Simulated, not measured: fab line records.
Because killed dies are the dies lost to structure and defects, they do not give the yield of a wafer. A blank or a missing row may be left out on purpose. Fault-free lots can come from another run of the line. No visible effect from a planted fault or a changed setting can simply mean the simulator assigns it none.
What tool caused it? -- flow sky130 -- 18 wafers from 6 lots sampled at 2 of the route's 708 steps

== WHAT THE GAUGES READ, wafer by wafer ==
SKY_NWELL_OVL_MEAS_10.
lot,measured,on,NWELL_00_OVL (nm)
L683,day 6 02:47,overlay-02,-2.0 -2.7 -1.1
L685,day 6 12:16,overlay-02,-0.6 -1.5 0.0
L688,day 7 08:18,overlay-02,0.5 -0.8 -0.6
L690,day 7 21:49,overlay-02,157.4 155.1 157.9
L692,day 8 05:46,overlay-01,-1.4 -3.0 -2.7
L694,day 8 18:37,overlay-02,1.0 0.7 -2.6

== WHAT TOOL EACH LOT RAN ON (gives the tool, then ch and the chambers of the sampled wafers, and finally the start) ==
lot,SKY_NWELL_EXPOSE_07
L683,"iline stepper-02 ch 0, day 5 18:25"
L685,"iline stepper-02 ch 0, day 6 02:26"
L688,"iline stepper-02 ch 0, day 6 22:15"
L690,"iline stepper-02 ch 0, day 7 12:19"
L692,"iline stepper-01 ch 0, day 7 18:52"
L694,"iline stepper-01 ch 0, day 8 07:51"
- SKY_NWELL_EXPOSE_07: exposes mask NWM, target cd 840 nm.

== THE ANSWER, worked out from the rows above alone ==
Rule: the lots themselves supply what counts as usual. Put in order of their means at a reading, lots are off if they are a third of the lots or fewer, leave a main group of 4 or more, and stand apart from it by a gap of 3 or more times the standard deviation of the main group's means; of several such gaps the widest counts. A main group whose means are all the same, to the digits that the tables above print for the reading, isn't used. Also off: a lot with no number at a reading for which 4 or more lots have one. The other lots that the step has rows for count as sound.
Off: at SKY_NWELL_OVL_MEAS_10 (NWELL_00_OVL), L690. The main group: mean -1.1 nm, standard deviation 0.86.
If a tool, at a process step before that reading, ran all the lots that are off and no sound lot after the first of them, it fits. Those tools and the gauges at SKY_NWELL_OVL_MEAS_10 are tried in the same way. One fits: SKY_NWELL_EXPOSE_07 on iline stepper-02. A fault onset in the window from L688 (day 6 22:15, its last sound lot) to L690 (day 7 12:19, its first lot off) fits.

== WHAT THE SIMULATOR HAD INSERTED ==
Scanner matching overlay: iline stepper-02, from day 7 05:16 on, at SKY_NWELL_EXPOSE_07. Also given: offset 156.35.
Shown lots that were struck: L690. The rule above found the same.
